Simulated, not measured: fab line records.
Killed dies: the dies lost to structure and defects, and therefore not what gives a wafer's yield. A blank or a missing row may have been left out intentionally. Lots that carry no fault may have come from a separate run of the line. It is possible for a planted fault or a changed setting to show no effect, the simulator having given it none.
fab line records	flow gf180mcu
[record] lots = 11	wafers = 33	lastDay = 34
route steps=602 shown V2@396 M4@470 V4@481 MIM@511
lots that met no fault: taken from a fault-free run of the same line
startH: the number of hours between the record's first day and the start of the first shown wafer of the lot	waitH: hours from the lot's prior step to this one	" unchanged from the row above	L1.1+2: several wafers, shown together as one row	- either no value or no given start	* or withheld: withheld	< > ~ a bound
route shown NAME@n: NAME is a module with steps in the file, n the number in the route of the first one	usual: average and standard deviation across the fault-free wafers	same: alike in all rows	chamber/n: place in a boat	sites: readings site by site	_std_site: their standard deviation	_edge_site: outer sites' mean less inner sites'	radiusMm: for every site, how far away it sits from the centre of the wafer	mask NAME#n: copy n	behind: the last tool/chamber to shape the wafer	hold: cause of the lot's hold/its duration in hours/its outcome	device: the n, p or np transistor that did not switch	end of line: the same wafers' tests at the end of the route	a step given without rows: its recipe and nothing more	killed: dies lost to structure and defects at the first sort, not the wafer's yield	map: the dies of a wafer, with x for killed, . for not killed, _ for no die there
set.NAME: the run value of the setting; set.NAME@STEP: its run value at that earlier step	model.NAME: the simulator's own value behind a step, which no gauge read
one table for each step of the route and one row for each wafer, over a sample of lots
services: when a tool's chamber went out of use (startH, in hours from the record's first day, below 0 if earlier), for how many hours, and the reason
[[steps]]
[step GF_V2_CD_MEAS_14]
[recipe] targetCdNm = 260
[usual] cdNm = 260.0/1.2
lot.wafer	tool	chamber	startH	waitH	cdNm
L475.1	cdSem-01	-	472.41	0.1	261.5
L475.3	"	-	"	"	260.0
L475.4	"	-	"	"	260.7
L476.2	cdSem-02	-	478.54	0.1	258.2
L476.3	"	-	"	"	258.4
L476.4	"	-	"	"	259.4
L478.2	cdSem-02	-	502.09	0.1	259.4
L478.3	"	-	"	"	258.5
L478.5	"	-	"	"	259.4
L480.2	cdSem-02	-	529.80	0.1	261.9
L480.4	"	-	"	"	259.9
L480.5	"	-	"	"	261.2
L481.3	cdSem-01	-	534.05	0.1	260.9
L481.5	"	-	"	"	260.1
L481.6	"	-	"	"	260.9
L482.1	cdSem-01	-	539.82	0.1	260.4
L482.2	"	-	"	"	259.7
L482.3	"	-	"	"	261.4
L487.2	cdSem-02	-	573.13	0.1	258.4
L487.3	"	-	"	"	259.2
L487.6	"	-	"	"	258.7
L492.2	cdSem-01	-	610.83	0.1	259.3
L492.4	"	-	"	"	258.6
L492.5	"	-	"	"	258.8
L496.4	cdSem-02	-	636.38	0.1	260.5
L496.5	"	-	"	"	260.7
L496.6	"	-	"	"	260.1
L497.4	cdSem-02	-	644.78	0.1	259.0
L497.5	"	-	"	"	259.5
L497.6	"	-	"	"	258.3
L498.2	cdSem-02	-	651.40	0.1	260.4
L498.3	"	-	"	"	257.9
L498.4	"	-	"	"	260.4
[step GF_M4_CD_MEAS_14]
[recipe] targetCdNm = 280
[usual] cdNm = 280.4/1.2
lot.wafer	tool	chamber	startH	waitH	cdNm
L475.1	cdSem-02	-	547.56	0.1	280.3
L475.3	"	-	"	"	281.9
L475.4	"	-	"	"	281.9
L476.2	cdSem-02	-	552.84	0.1	281.0
L476.3	"	-	"	"	281.1
L476.4	"	-	"	"	281.0
L478.2	cdSem-02	-	574.38	0.1	278.6
L478.3	"	-	"	"	279.2
L478.5	"	-	"	"	280.1
L480.2	cdSem-02	-	600.68	0.1	282.0
L480.4	"	-	"	"	282.1
L480.5	"	-	"	"	282.6
L481.3	cdSem-02	-	604.95	0.1	280.7
L481.5	"	-	"	"	279.5
L481.6	"	-	"	"	280.5
L482.1	cdSem-02	-	611.16	0.1	279.6
L482.2	"	-	"	"	281.8
L482.3	"	-	"	"	281.7
L487.2	cdSem-02	-	640.69	0.1	280.4
L487.3	"	-	"	"	279.2
L487.6	"	-	"	"	279.4
L492.2	cdSem-02	-	675.68	0.1	279.5
L492.4	"	-	"	"	279.2
L492.5	"	-	"	"	279.8
L496.4	cdSem-02	-	699.17	0.1	281.5
L496.5	"	-	"	"	280.0
L496.6	"	-	"	"	279.9
L497.4	cdSem-02	-	706.96	0.1	279.9
L497.5	"	-	"	"	279.4
L497.6	"	-	"	"	280.2
L498.2	cdSem-02	-	713.38	0.1	279.1
L498.3	"	-	"	"	279.4
L498.4	"	-	"	"	278.3
[step GF_V4_BOW_MEAS_05]
[recipe] mode = bow
[usual] V4_BOW = 134/9.4
lot.wafer	tool	chamber	startH	waitH	V4_BOW[um]
L475.1	filmMetro-03	-	548.94	0.2	131
L475.3	"	-	"	"	134
L475.4	"	-	"	"	155
L476.2	filmMetro-03	-	554.35	0.2	109
L476.3	"	-	"	"	138
L476.4	"	-	"	"	128
L478.2	filmMetro-03	-	575.76	0.3	144
L478.3	"	-	"	"	140
L478.5	"	-	"	"	132
L480.2	filmMetro-04	-	602.06	0.1	141
L480.4	"	-	"	"	126
L480.5	"	-	"	"	140
L481.3	filmMetro-03	-	606.36	0.2	141
L481.5	"	-	"	"	160
L481.6	"	-	"	"	149
L482.1	filmMetro-03	-	612.63	0.1	144
L482.2	"	-	"	"	137
L482.3	"	-	"	"	148
L487.2	filmMetro-03	-	642.20	0.2	130
L487.3	"	-	"	"	136
L487.6	"	-	"	"	132
L492.2	filmMetro-04	-	677.18	0.2	117
L492.4	"	-	"	"	131
L492.5	"	-	"	"	125
L496.4	filmMetro-01	-	700.55	0.2	132
L496.5	"	-	"	"	139
L496.6	"	-	"	"	140
L497.4	filmMetro-04	-	708.42	0.2	138
L497.5	"	-	"	"	132
L497.6	"	-	"	"	125
L498.2	filmMetro-01	-	714.77	0.3	131
L498.3	"	-	"	"	142
L498.4	"	-	"	"	137
[step GF_MIM_SPUTTER_08]
[recipe] material = AlCu	targetThkNm = 200	powerW = 10600	timeS = 10.6	chamberPressurePa = 0.4
[usual] throttleValvePct = 30.3/1.1
lot.wafer	tool	chamber	startH	waitH	throttleValvePct
L475.1	pvdSputter-03	-	573.29	0.0	31.3
L475.3	"	-	"	"	30.2
L475.4	"	-	"	"	30.3
L476.2	pvdSputter-04	-	578.28	0.0	29.3
L476.3	"	-	"	"	30.4
L476.4	"	-	"	"	29.1
L478.2	pvdSputter-03	-	599.04	0.0	31.3
L478.3	"	-	"	"	32.7
L478.5	"	-	"	"	30.2
L480.2	pvdSputter-01	-	624.87	0.0	28.9
L480.4	"	-	"	"	29.6
L480.5	"	-	"	"	28.6
L481.3	pvdSputter-03	-	628.83	0.0	31.1
L481.5	"	-	"	"	31.0
L481.6	"	-	"	"	30.2
L482.1	pvdSputter-01	-	635.02	0.0	29.7
L482.2	"	-	"	"	31.8
L482.3	"	-	"	"	29.1
L487.2	pvdSputter-01	-	663.99	0.0	31.7
L487.3	"	-	"	"	28.9
L487.6	"	-	"	"	31.6
L492.2	pvdSputter-03	-	697.80	0.0	32.4
L492.4	"	-	"	"	31.3
L492.5	"	-	"	"	30.2
L496.4	pvdSputter-04	-	721.10	0.0	29.2
L496.5	"	-	"	"	31.5
L496.6	"	-	"	"	30.3
L497.4	pvdSputter-03	-	728.15	0.0	31.1
L497.5	"	-	"	"	30.2
L497.6	"	-	"	"	30.3
L498.2	pvdSputter-01	-	734.92	0.0	29.0
L498.3	"	-	"	"	31.7
L498.4	"	-	"	"	28.7
[step GF_MIM_RS_MEAS_10]
[recipe] thkMeasGauge = four-point-probe	reads = TiN_of_MIM_SPUTTER_09+AlCu_of_MIM_SPUTTER_08+TiN_of_MIM_SPUTTER_07
[usual] MIM_ALCU_RS = 0.1599/0.0019
lot.wafer	tool	chamber	startH	waitH	MIM_ALCU_RS[ohm/sq]
L475.1	filmMetro-01	-	573.34	0.0	0.1612
L475.3	"	-	"	"	0.1630
L475.4	"	-	"	"	0.1613
L476.2	filmMetro-04	-	578.35	0.0	0.1571
L476.3	"	-	"	"	0.1556
L476.4	"	-	"	"	0.1590
L478.2	filmMetro-01	-	599.11	0.0	0.1619
L478.3	"	-	"	"	0.1615
L478.5	"	-	"	"	0.1650
L480.2	filmMetro-02	-	624.95	0.0	0.1601
L480.4	"	-	"	"	0.1629
L480.5	"	-	"	"	0.1601
L481.3	filmMetro-04	-	628.92	0.1	0.1611
L481.5	"	-	"	"	0.1613
L481.6	"	-	"	"	0.1610
L482.1	filmMetro-02	-	635.07	0.0	0.1625
L482.2	"	-	"	"	0.1623
L482.3	"	-	"	"	0.1619
L487.2	filmMetro-02	-	664.06	0.0	0.2077
L487.3	"	-	"	"	0.1605
L487.6	"	-	"	"	0.2066
L492.2	filmMetro-02	-	697.88	0.0	0.1582
L492.4	"	-	"	"	0.1596
L492.5	"	-	"	"	0.1573
L496.4	filmMetro-01	-	721.21	0.1	0.1581
L496.5	"	-	"	"	0.1599
L496.6	"	-	"	"	0.1574
L497.4	filmMetro-02	-	728.27	0.1	0.1590
L497.5	"	-	"	"	0.1595
L497.6	"	-	"	"	0.1580
L498.2	filmMetro-01	-	734.99	0.0	0.1624
L498.3	"	-	"	"	0.1618
L498.4	"	-	"	"	0.1603
[step GF_MIM_THK_MEAS_11]
[recipe] thkMeasGauge = xrf	reads = AlCu_of_MIM_SPUTTER_08
[usual] MIM_ALCU_THK = 201.9/2.6
lot.wafer	tool	chamber	startH	waitH	MIM_ALCU_THK[nm]
L475.1	filmMetro-01	-	573.46	0.1	200.5
L475.3	"	-	"	"	198.5
L475.4	"	-	"	"	201.1
L476.2	filmMetro-04	-	578.46	0.1	204.3
L476.3	"	-	"	"	204.4
L476.4	"	-	"	"	201.9
L478.2	filmMetro-01	-	599.22	0.1	199.5
L478.3	"	-	"	"	199.9
L478.5	"	-	"	"	196.9
L480.2	filmMetro-02	-	625.06	0.1	200.5
L480.4	"	-	"	"	197.0
L480.5	"	-	"	"	199.8
L481.3	filmMetro-04	-	629.02	0.1	199.6
L481.5	"	-	"	"	199.4
L481.6	"	-	"	"	199.3
L482.1	filmMetro-02	-	635.19	0.1	198.0
L482.2	"	-	"	"	197.8
L482.3	"	-	"	"	198.6
L487.2	filmMetro-02	-	664.17	0.1	157.6
L487.3	"	-	"	"	200.9
L487.6	"	-	"	"	157.9
L492.2	filmMetro-02	-	697.99	0.1	203.7
L492.4	"	-	"	"	201.5
L492.5	"	-	"	"	204.8
L496.4	filmMetro-01	-	721.30	0.1	204.8
L496.5	"	-	"	"	201.6
L496.6	"	-	"	"	207.1
L497.4	filmMetro-02	-	728.36	0.1	204.2
L497.5	"	-	"	"	202.9
L497.6	"	-	"	"	204.4
L498.2	filmMetro-01	-	735.10	0.1	198.0
L498.3	"	-	"	"	200.6
L498.4	"	-	"	"	202.5
[step GF_MIM_METAL_ETCH_19]
[recipe] chemistry = Cl2/BCl3	maskMaterial = NOVOLAK	stopOn = Si3N4	targetDepthNm = 324.5	pressureMtorr = 8	icpW = 800	biasW = 140	Cl2_flow_sccm = 80	bcl3FlowSccm = 40	timeS = 54.1
[usual] bcl3FlowSccm = 39.98/0.12	drypumpMotorCurrentA = 5.7/0.32	oesProductAu = 0.942/0.0066	throttleValvePct = 28.284/0.011
lot.wafer	tool	chamber	startH	waitH	bcl3FlowSccm	drypumpMotorCurrentA	oesProductAu	rfHoursCounterH	throttleValvePct
L475.1	rieMetal-03	1	594.67	0.1	40.04	5.9	0.939	12	28.294
L475.3	"	1	"	"	39.93	5.9	0.929	-	28.303
L475.4	"	0	"	"	40.00	5.5	0.939	-	28.286
L476.2	rieMetal-01	0	600.37	0.1	40.04	5.9	0.949	3	28.283
L476.3	"	0	"	"	40.16	5.9	0.950	-	28.277
L476.4	"	1	"	"	40.15	5.4	0.941	-	28.284
L478.2	rieMetal-03	0	620.36	0.1	40.02	5.6	0.937	2	28.281
L478.3	"	1	"	"	40.00	5.9	0.938	-	28.287
L478.5	"	1	"	"	39.99	5.9	0.930	-	28.279
L480.2	rieMetal-04	0	645.16	0.1	39.98	6.2	0.938	6	28.290
L480.4	"	0	"	"	40.07	6.2	0.946	-	28.311
L480.5	"	0	"	"	39.99	6.2	0.940	-	28.285
L481.3	rieMetal-01	0	649.03	0.1	40.15	5.9	0.932	-	28.290
L481.5	"	0	"	"	39.99	5.9	0.930	-	28.300
L481.6	"	1	"	"	40.11	5.4	0.939	-	28.275
L482.1	rieMetal-03	0	655.16	0.1	40.10	5.6	0.935	2	28.290
L482.2	"	1	"	"	40.16	5.9	0.931	13	28.285
L482.3	"	1	"	"	39.95	5.9	0.946	-	28.283
L487.2	rieMetal-01	0	683.58	0.1	40.20	5.9	0.860	5	28.366
L487.3	"	1	"	"	39.85	5.4	0.941	-	28.274
L487.6	"	0	"	"	39.92	5.9	0.856	-	28.377
L492.2	rieMetal-01	1	716.33	0.1	39.97	5.4	0.939	15	28.279
L492.4	"	1	"	"	39.94	5.4	0.943	-	28.280
L492.5	"	0	"	"	39.70	6.0	0.947	-	28.277
L496.4	rieMetal-03	1	738.79	0.1	40.03	5.9	0.954	-	28.293
L496.5	"	0	"	"	40.06	5.6	0.944	-	28.273
L496.6	"	1	"	"	39.98	5.9	0.949	-	28.267
L497.4	rieMetal-01	1	745.18	0.1	39.73	5.4	0.954	-	28.281
L497.5	"	1	"	"	40.06	5.4	0.943	-	28.280
L497.6	"	0	"	"	40.06	6.0	0.946	-	28.282
L498.2	rieMetal-04	0	751.65	0.1	39.95	6.2	0.930	10	28.303
L498.3	"	0	"	"	39.75	6.2	0.934	-	28.275
L498.4	"	1	"	"	40.03	5.2	0.950	-	28.285
[[services]]
tool	chamber	startH	hours	kind
rieMetal-04	-	554.88	0.7	repair
rieMetal-03	-	599.46	1.1	repair
pvdSputter-01	2	600.81	-	consumableReplace:kit
pvdSputter-01	2	600.81	18.0	scheduledDown
pvdSputter-01	2	600.81	18.0	ventCycle
rieMetal-04	1	626.27	-	clean
rieMetal-04	1	626.27	16.9	scheduledDown
pvdSputter-03	-	629.24	4.1	repair
rieMetal-01	-	631.51	14.6	pm
rieMetal-03	-	639.08	14.6	pm
rieMetal-01	1	666.77	6.1	repair
rieMetal-01	0	667.13	5.9	repair
rieMetal-03	0	670.47	19.8	repair
rieMetal-03	1	690.28	-	clean
rieMetal-03	1	690.28	16.8	scheduledDown
rieMetal-03	1	690.28	16.8	ventCycle
rieMetal-03	-	697.59	2.7	repair
pvdSputter-04	-	699.33	1.4	repair
pvdSputter-01	1	712.21	-	consumableReplace:kit
pvdSputter-01	1	712.21	18.0	scheduledDown
pvdSputter-01	1	712.21	18.0	ventCycle
rieMetal-01	1	720.34	-	clean
rieMetal-01	1	720.34	21.8	scheduledDown
rieMetal-01	1	720.34	21.8	ventCycle
[[key]]
[firstSign] step = GF_MIM_RS_MEAS_10	reading = MIM_ALCU_RS	direction = up	sigmas = 25	usual = 0.1599	struck = 0.2071
[effect] step = GF_MIM_THK_MEAS_11	reading = MIM_ALCU_THK	direction = down	sigmas = 17	usual = 201.9	struck = 157.7
[effect] step = GF_MIM_METAL_ETCH_19	reading = oesProductAu	direction = down	sigmas = 13	usual = 0.942	struck = 0.858
metAt GF_MIM_SPUTTER_08
struckLots L487
struckWafers L487.2,L487.6
notActingAt GF_V2_CD_MEAS_14,GF_M4_CD_MEAS_14,GF_V4_BOW_MEAS_05
onsetBetween 635.02 663.99
[fault] kind = processParameterDrift	tool = pvdSputter-01	chamber = -	onsetH = 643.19	steps = GF_MIM_SPUTTER_08	channel = targetThkNm	offset = -43.059	shape = step	endH = 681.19	actsIn = theseRecipesOnly	stated = 200	scope = struckWafersOnly
